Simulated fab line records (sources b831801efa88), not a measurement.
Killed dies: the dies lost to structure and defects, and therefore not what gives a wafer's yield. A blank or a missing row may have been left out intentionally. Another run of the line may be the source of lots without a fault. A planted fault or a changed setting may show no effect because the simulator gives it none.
fab line records	flow sky130
record: lots: 12	wafers: 34	lastDay: 51
route steps=708 shown VT_ADJUST_HVTP@93 VT_ADJUST_LVTN@115 LDD_P@265 CONTACT@430 PAD_OPEN@708
lots untouched by any fault: they come from a run of this same line in which no faults occurred
startH: hours from the record's opening day to when the first of the lot's shown wafers began	waitH: hours elapsed since this lot's preceding step	" unchanged from the row above	L1.1+2: several wafers, shown together as one row	- no value present, or no start provided	* or withheld: withheld	< > ~ a bound
route shown NAME@n: names a module that has steps shown in the file, with the first one's number in the route	usual: mean/standard deviation of fault-free wafers	same: alike in all rows	chamber/n: place in a boat	sites: the reading at each site	_std_site: the standard deviation of these	_edge_site: the outer-site mean with the inner-site mean subtracted	radiusMm: for every site, how far away it sits from the centre of the wafer	mask NAME#n: copy n	behind: the tool/chamber that last shaped the wafer	hold: cause of the lot's hold/its duration in hours/its outcome	device: names the non-switching transistor (n, p or np)	end of line: the same wafers' tests at the end of the route	for a step that has no rows: nothing shown but its recipe	killed: not the wafer's yield, but the dies lost to structure and defects at the first sort	map: dies across one wafer; x = killed, . = not, _ = none there
set.NAME: the setting as run; set.NAME@STEP: as run at that earlier step	model.NAME: the simulator's own value behind a step, which no gauge read
one table for each step of the route and one row for each wafer, over a sample of lots
services: the hour from which a tool's chamber was out of use, counted from the record's first day as startH (under 0 if before that day), plus the number of hours and why
== steps ==
step: SKY_VT_ADJUST_HVTP_OVL_MEAS_08
usual: VT_ADJUST_HVTP_OVL: 0.4/1.5
lot.wafer	tool	chamber	startH	waitH	VT_ADJUST_HVTP_OVL[nm]
L523.1	overlay-02	-	154.81	0.1	0.6
L523.4	"	-	"	"	1.8
L523.5	"	-	"	"	2.0
L524.1	overlay-01	-	158.33	0.1	0.6
L524.2	"	-	"	"	-0.4
L524.3	"	-	"	"	2.0
L525.1	overlay-02	-	163.48	0.1	-0.6
L525.3	"	-	"	"	2.6
L525.4	"	-	"	"	0.4
L526.1	overlay-02	-	173.41	0.1	-3.7
L526.2	"	-	"	"	-1.6
L526.3	"	-	"	"	-0.5
L527.1	overlay-02	-	175.46	0.1	2.4
L527.2	"	-	"	"	0.6
L527.3	"	-	"	"	-0.3
L529.3	overlay-01	-	193.19	0.1	0.7
L529.4	"	-	"	"	0.8
L529.5	"	-	"	"	0.1
L531.3	overlay-02	-	203.74	0.1	2.1
L531.5	"	-	"	"	1.1
L532.2	overlay-01	-	209.83	0.1	2.1
L532.3	"	-	"	"	1.3
L535.1	overlay-02	-	228.73	0.1	-2.1
L535.2	"	-	"	"	-0.9
L535.3	"	-	"	"	-1.9
L540.2	overlay-01	-	263.17	0.1	0.6
L540.3	"	-	"	"	0.9
L540.6	"	-	"	"	2.1
L541.4	overlay-01	-	267.10	0.1	0.4
L541.5	"	-	"	"	0.5
L541.6	"	-	"	"	0.0
L542.1	overlay-01	-	274.16	0.1	0.5
L542.3	"	-	"	"	-0.4
L542.5	"	-	"	"	1.5
step: SKY_VT_ADJUST_LVTN_OVL_MEAS_18
usual: VT_ADJUST_LVTN_01_OVL: 0.4/1.4
lot.wafer	tool	chamber	startH	waitH	VT_ADJUST_LVTN_01_OVL[nm]
L523.1	overlay-01	-	196.96	0.1	-0.1
L523.4	"	-	"	"	2.2
L523.5	"	-	"	"	2.0
L524.1	overlay-02	-	201.44	0.1	-0.5
L524.2	"	-	"	"	-1.2
L524.3	"	-	"	"	0.4
L525.1	overlay-02	-	206.84	0.1	-1.4
L525.3	"	-	"	"	-0.7
L525.4	"	-	"	"	2.0
L526.1	overlay-01	-	217.96	0.1	1.0
L526.2	"	-	"	"	-0.5
L526.3	"	-	"	"	-0.1
L527.1	overlay-02	-	220.02	0.1	2.2
L527.2	"	-	"	"	1.5
L527.3	"	-	"	"	2.4
L529.3	overlay-02	-	239.07	0.1	-1.4
L529.4	"	-	"	"	1.5
L529.5	"	-	"	"	-0.6
L531.3	overlay-01	-	250.02	0.1	0.6
L531.5	"	-	"	"	0.7
L532.2	overlay-02	-	256.31	0.1	0.5
L532.3	"	-	"	"	0.3
L535.1	overlay-01	-	275.91	0.1	-0.7
L535.2	"	-	"	"	0.2
L535.3	"	-	"	"	2.0
L540.2	overlay-01	-	313.57	0.1	-1.6
L540.3	"	-	"	"	-0.9
L540.6	"	-	"	"	-0.9
L541.4	overlay-01	-	318.34	0.1	2.5
L541.5	"	-	"	"	-1.7
L541.6	"	-	"	"	-1.7
L542.1	overlay-01	-	325.62	0.1	1.3
L542.3	"	-	"	"	0.9
L542.5	"	-	"	"	3.5
step: SKY_LDD_P_STRIP_10
recipe: chemistry: O2/N2	powerW: 1400	pressureMtorr: 1500	platenTempC: withheld	o2FlowSccm: 3000	n2FlowSccm: 300	overashFraction: 0.5
usual: drypumpMotorCurrentA: 5.6/0.38	oesProductAu: 0.715/0.0042	stripTimeToEndpointS: 14.17/0.034
lot.wafer	tool	chamber	startH	waitH	drypumpMotorCurrentA	oesProductAu	rfHoursCounterH	stripTimeToEndpointS
L523.1	plasmaAsher-04	0	485.67	0.1	5.2	0.703	65	14.18
L523.4	"	1	"	"	6.1	0.723	-	14.12
L523.5	"	1	"	"	6.1	0.712	-	14.14
L524.1	plasmaAsher-03	0	493.30	0.1	5.5	0.722	7	14.16
L524.2	"	1	"	"	5.2	0.705	7	14.23
L524.3	"	0	"	"	5.5	0.710	-	14.19
L525.1	plasmaAsher-03	0	497.50	0.1	5.4	0.719	7	14.15
L525.3	"	1	"	"	5.2	0.712	-	14.21
L525.4	"	0	"	"	5.4	0.720	-	14.18
L526.1	plasmaAsher-02	0	513.12	0.1	6.0	0.720	37	14.18
L526.2	"	1	"	"	6.1	0.714	37	14.18
L526.3	"	0	"	"	6.0	0.719	-	14.16
L527.1	plasmaAsher-03	0	513.77	0.1	5.4	0.718	9	14.17
L527.2	"	1	"	"	5.2	0.718	9	14.14
L527.3	"	1	"	"	5.2	0.717	-	14.17
L529.3	plasmaAsher-03	1	542.28	0.1	5.2	0.709	-	14.16
L529.4	"	0	"	"	5.4	0.710	-	14.13
L529.5	"	0	"	"	5.4	0.712	-	14.18
L531.3	plasmaAsher-03	0	555.30	0.1	5.4	0.720	-	14.21
L531.5	"	0	"	"	5.4	0.710	-	14.13
L532.2	plasmaAsher-02	1	565.57	0.1	6.1	0.714	44	14.19
L532.3	"	0	"	"	6.0	0.717	-	14.22
L535.1	plasmaAsher-04	1	590.42	0.1	6.1	0.714	68	14.18
L535.2	"	0	"	"	5.3	0.715	68	14.17
L535.3	"	1	"	"	6.1	0.705	-	14.20
L540.2	plasmaAsher-03	1	626.57	0.1	5.2	0.720	23	14.12
L540.3	"	0	"	"	5.4	0.725	-	14.15
L540.6	"	1	"	"	5.2	0.717	-	14.14
L541.4	plasmaAsher-03	1	633.95	0.1	5.2	0.714	-	14.20
L541.5	"	1	"	"	5.1	0.711	-	14.18
L541.6	"	0	"	"	5.4	0.714	-	14.22
L542.1	plasmaAsher-02	0	641.97	0.1	6.0	0.709	53	14.18
L542.3	"	1	"	"	6.1	0.711	-	14.18
L542.5	"	1	"	"	6.1	0.718	-	14.18
step: SKY_CONTACT_CVD_24
recipe: material: W	targetThkNm: 340	timeS: 102.12	tempC: 400	pressureTorr: 40
usual: heaterPowerW: 905/95
lot.wafer	tool	chamber	startH	waitH	heaterPowerW
L523.1	cvdW-02	0	790.03	0.0	823
L523.4	"	0	"	"	831
L523.5	"	1	"	"	1042
L524.1	cvdW-01	1	794.05	0.0	905
L524.2	"	0	"	"	847
L524.3	"	1	"	"	906
L525.1	cvdW-02	0	799.61	0.0	817
L525.3	"	0	"	"	837
L525.4	"	1	"	"	1028
L526.1	cvdW-02	1	812.29	0.0	1041
L526.2	"	0	"	"	820
L526.3	"	1	"	"	1076
L527.1	cvdW-01	0	813.44	0.0	843
L527.2	"	1	"	"	887
L527.3	"	0	"	"	829
L529.3	cvdW-02	0	837.17	0.1	844
L529.4	"	1	"	"	1050
L529.5	"	1	"	"	1068
L531.3	cvdW-02	1	850.13	0.1	1093
L531.5	"	0	"	"	836
L532.2	cvdW-02	1	860.07	0.0	1045
L532.3	"	1	"	"	1027
L535.1	cvdW-02	1	878.93	0.0	1061
L535.2	"	0	"	"	815
L535.3	"	0	"	"	856
L540.2	cvdW-01	0	911.59	0.0	827
L540.3	"	0	"	"	849
L540.6	"	0	"	"	849
L541.4	cvdW-01	0	917.23	0.1	841
L541.5	"	0	"	"	817
L541.6	"	1	"	"	897
L542.1	cvdW-01	0	926.35	0.0	855
L542.3	"	0	"	"	833
L542.5	"	1	"	"	888
step: SKY_CONTACT_RS_MEAS_25
recipe: thkMeasGauge: four-point-probe	reads: W_of_CONTACT_CVD_24+TiN_of_CONTACT_SPUTTER_23
usual: CONTACT_W_RS: 0.338/0.0036
lot.wafer	tool	chamber	startH	waitH	hold	CONTACT_W_RS[ohm/sq]
L523.1	filmMetro-02	-	790.14	0.1	-	0.341
L523.4	"	-	"	"	-	0.341
L523.5	"	-	"	"	-	0.341
L524.1	filmMetro-04	-	794.20	0.1	-	0.333
L524.2	"	-	"	"	-	0.331
L524.3	"	-	"	"	-	0.337
L525.1	filmMetro-02	-	799.72	0.1	-	0.342
L525.3	"	-	"	"	-	0.345
L525.4	"	-	"	"	-	0.340
L526.1	filmMetro-03	-	812.40	0.1	-	0.337
L526.2	"	-	"	"	-	0.337
L526.3	"	-	"	"	-	0.341
L527.1	filmMetro-02	-	813.55	0.1	-	0.339
L527.2	"	-	"	"	-	0.338
L527.3	"	-	"	"	-	0.335
L529.3	filmMetro-04	-	837.29	0.1	-	0.336
L529.4	"	-	"	"	-	0.335
L529.5	"	-	"	"	-	0.336
L531.3	filmMetro-04	-	850.25	0.1	awaitDispo/0.2h/release	0.339
L531.5	"	-	"	"	awaitDispo/0.2h/release	0.186
L531.3	filmMetro-04	-	850.57	0.3	-	0.339
L531.5	"	-	"	"	-	0.185
L532.2	filmMetro-03	-	860.21	0.1	awaitDispo/0.2h/release	0.188
L532.3	"	-	"	"	awaitDispo/0.2h/release	0.347
L532.2	filmMetro-03	-	860.49	0.3	-	0.188
L532.3	"	-	"	"	-	0.347
L535.1	filmMetro-03	-	879.04	0.1	awaitDispo/0.2h/release	0.340
L535.2	"	-	"	"	awaitDispo/0.2h/release	0.187
L535.3	"	-	"	"	awaitDispo/0.2h/release	0.341
L535.1	filmMetro-03	-	879.33	0.3	-	0.340
L535.2	"	-	"	"	-	0.187
L535.3	"	-	"	"	-	0.342
L540.2	filmMetro-03	-	911.72	0.1	-	0.336
L540.3	"	-	"	"	-	0.338
L540.6	"	-	"	"	-	0.338
L541.4	filmMetro-04	-	917.37	0.1	-	0.331
L541.5	"	-	"	"	-	0.336
L541.6	"	-	"	"	-	0.335
L542.1	filmMetro-04	-	926.46	0.1	-	0.341
L542.3	"	-	"	"	-	0.340
L542.5	"	-	"	"	-	0.340
step: SKY_CONTACT_CMP_27
recipe: stopOn: SiO2	tOverpolishS: 15	downForcePsi: 3.5	platenRpm: 60	targetThkNm: 0	padVelocityMS: 0.94248
usual: motorCurrentA: 11.1/1.2	platenRpm: 60.00/0.035	timeToEndpointS: 82.0/2.9
lot.wafer	tool	chamber	startH	waitH	hold	motorCurrentA	platenRpm	timeToEndpointS
L523.4	cmp-01	3	790.37	0.1	-	10.3	60.03	81.1
L523.1	"	1	"	"	-	10.5	59.97	75.7
L523.5	"	3	"	"	-	10.7	60.06	81.1
L524.3	cmp-02	1	794.38	0.0	-	12.4	59.98	84.0
L524.2	"	2	"	"	-	11.8	60.05	85.7
L524.1	"	0	"	"	-	9.8	59.99	83.7
L525.1	cmp-01	3	799.90	0.1	-	10.7	60.00	83.4
L525.3	"	0	"	"	-	9.7	59.96	82.6
L525.4	"	1	"	"	-	10.3	60.01	82.3
L526.3	cmp-01	2	812.58	0.0	-	12.5	59.96	83.4
L526.2	"	0	"	"	-	9.0	59.99	84.2
L526.1	"	1	"	"	-	10.6	60.03	79.2
L527.3	cmp-02	3	813.78	0.1	-	12.7	60.00	88.1
L527.1	"	0	"	"	-	9.2	59.98	87.9
L527.2	"	1	"	"	-	12.1	60.04	85.5
L529.4	cmp-01	3	837.43	0.0	-	10.7	60.01	85.0
L529.3	"	2	"	"	-	12.2	60.02	84.3
L529.5	"	0	"	"	-	9.7	60.00	85.1
L531.3	cmp-01	0	856.16	2.6	awaitDispo/2.4h/release	10.0	59.95	80.4
L531.5	"	3	"	"	awaitDispo/2.4h/release	10.4	60.02	146.6
L532.2	cmp-01	0	865.15	1.5	awaitDispo/1.4h/release	9.8	60.01	143.8
L532.3	"	1	"	"	awaitDispo/1.4h/release	10.2	60.03	79.4
L535.1	cmp-01	0	884.31	2.3	awaitDispo/1.7h/release	9.6	59.95	84.4
L535.3	"	2	"	"	awaitDispo/1.7h/release	12.2	60.03	81.6
L535.2	"	3	"	"	awaitDispo/1.7h/release	10.0	60.00	154.6
L540.2	cmp-02	0	911.88	0.0	-	9.3	60.05	83.5
L540.3	"	3	"	"	-	12.4	59.99	83.5
L540.6	"	0	"	"	-	9.2	60.01	85.3
L541.4	cmp-02	0	917.54	0.1	-	9.4	60.00	87.2
L541.6	"	3	"	"	-	11.9	59.99	84.3
L541.5	"	0	"	"	-	9.6	59.98	87.5
L542.1	cmp-02	0	926.74	0.1	-	9.6	59.94	80.9
L542.3	"	1	"	"	-	12.8	60.00	78.9
L542.5	"	2	"	"	-	12.6	60.09	80.2
step: SKY_PAD_OPEN_PROBE_99
usual: killed_at_M0_to_M3: 43/6.9	killed_at_M4_up: 3.2/1.6	killedAtContacts: 25/5.1	killedAtFrontEnd: 16/4.5	killedAtOther: 0.3/0.68	killedDies: 87/8.9	killedOpen: 48/6.9	killedShort: 39/6.3
same: grossDies: 492	killedAtBackSide: 0
lot.wafer	tool	chamber	startH	waitH	killed_at_M0_to_M3	killed_at_M4_up	killedAtContacts	killedAtFrontEnd	killedAtOther	killedDies	killedOpen	killedShort
L527.1	prober-02	-	1141.95	0.1	42	4	24	14	1	85	47	38
L527.2	prober-02	-	1142.00	0.1	45	6	21	16	1	89	34	55
L527.3	prober-02	-	1142.05	0.2	53	3	19	15	1	91	48	42
L531.3	prober-02	-	1170.59	0.2	48	5	24	16	1	94	44	49
L531.5	prober-02	-	1170.69	0.2	54	2	23	22	0	101	56	45
L532.2	prober-01	-	1177.89	0.1	46	4	23	22	1	96	49	47
L532.3	prober-01	-	1177.94	0.2	39	3	26	13	0	81	42	39
killed by level:class
L527.1 VIA1:geometricParticle:open=10 VIA1:geometricParticle:short=9 CONTACT:geometricParticle:open=8 LI_CONTACT:geometricParticle:open=6 VIA2:geometricParticle:open=6 CONTACT:geometricParticle:short=5 POLY_GATE:geometricParticle:open=4 METAL1:geometricParticle:short=4
L527.2 VIA1:geometricParticle:open=9 VIA1:geometricParticle:short=7 METAL2:geometricParticle:short=7 FIELD_ISO:geometricParticle:short=6 VIA3:geometricParticle:open=6 METAL1:geometricParticle:short=6 LI_CONTACT:geometricParticle:open=5 METAL4:geometricParticle:short=4
L527.3 VIA1:geometricParticle:open=15 VIA1:geometricParticle:short=9 CONTACT:geometricParticle:open=8 METAL1:geometricParticle:short=7 VIA3:geometricParticle:open=7 FIELD_ISO:geometricParticle:short=6 FIELD_ISO:geometricParticle:open=6 LI_CONTACT:geometricParticle:open=5
L531.3 VIA1:geometricParticle:open=12 METAL1:geometricParticle:short=10 CONTACT:geometricParticle:open=7 LI_CONTACT:geometricParticle:open=6 METAL2:geometricParticle:short=6 VIA3:geometricParticle:short=5 LOCAL_INTERCONNECT:geometricParticle:short=5 METAL4:geometricParticle:short=5
L531.5 VIA1:geometricParticle:open=14 CONTACT:geometricParticle:open=11 POLY_GATE:geometricParticle:short=8 VIA3:geometricParticle:open=8 LI_CONTACT:geometricParticle:open=7 VIA1:geometricParticle:short=6 VIA2:geometricParticle:open=6 FIELD_ISO:geometricParticle:short=5
L532.2 VIA1:geometricParticle:open=14 VIA3:geometricParticle:open=8 FIELD_ISO:geometricParticle:short=7 CONTACT:geometricParticle:short=7 LI_CONTACT:geometricParticle:open=7 VIA3:geometricParticle:short=6 VIA1:geometricParticle:short=6 CONTACT:geometricParticle:open=5
L532.3 CONTACT:geometricParticle:open=12 METAL1:geometricParticle:short=8 VIA1:geometricParticle:open=8 FIELD_ISO:geometricParticle:open=6 LI_CONTACT:geometricParticle:open=6 VIA1:geometricParticle:short=6 VIA3:geometricParticle:open=4 VIA3:geometricParticle:short=4
== services ==
tool	chamber	startH	hours	kind
cmp-02	-	470.36	0.3	repair
cmp-01	-	505.25	6.6	repair
cvdW-01	1	513.44	5.5	repair
cmp-01	-	518.11	2.0	repair
cmp-01	-	524.77	0.9	repair
cvdW-01	1	545.65	6.8	repair
cmp-01	-	572.00	4.0	pm
cmp-01	-	590.02	0.4	repair
cvdW-02	-	590.47	0.7	repair
cvdW-02	-	594.74	1.4	repair
cmp-02	-	628.20	1.8	repair
cmp-02	-	669.36	2.6	repair
cvdW-02	1	676.70	3.4	repair
cmp-01	-	721.36	4.9	pm
plasmaAsher-03	-	724.48	0.8	repair
cvdW-02	-	731.80	6.0	pm
cvdW-02	-	738.13	2.8	pm
plasmaAsher-03	-	755.00	2.8	pm
plasmaAsher-03	-	791.15	0.8	repair
cmp-01	-	813.45	2.8	repair
cvdW-02	-	904.00	14.0	pm
cvdW-02	1	909.33	2.8	repair
cmp-01	-	912.02	4.0	pm
cvdW-02	-	923.24	28.1	pm
== key ==
firstSign: step: SKY_CONTACT_RS_MEAS_25	reading: visit	direction: added
effect: step: SKY_CONTACT_RS_MEAS_25	reading: CONTACT_W_RS	direction: down	sigmas: 42	usual: 0.338	struck: 0.187
effect: step: SKY_CONTACT_CMP_27	reading: timeToEndpointS	direction: up	sigmas: 23	usual: *	struck: *
metAt SKY_CONTACT_CVD_24
struckLots L531,L532,L535
struckWafers L531.5,L532.2,L535.2
testerLeftOut L531,L532,L535
notActingAt SKY_VT_ADJUST_HVTP_OVL_MEAS_08,SKY_VT_ADJUST_LVTN_OVL_MEAS_18,SKY_LDD_P_STRIP_10
onsetBetween 837.17 850.13
fault: kind: processParameterDrift	tool: cvdW-02	chamber: -	onsetH: 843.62	steps: SKY_CONTACT_CVD_24	channel: targetThkNm	offset: 274.3	shape: step	endH: 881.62	scope: struckWafersOnly	actsIn: theseRecipesOnly	stated: 340
testerLeftOut: of these lots the tester's yield and bins aren't shown, on N5 and GAA mostly nor the transistor test; their killed dies are dies lost to structure and defects alone, not to doping, threshold or leakage, so they don't give the yield
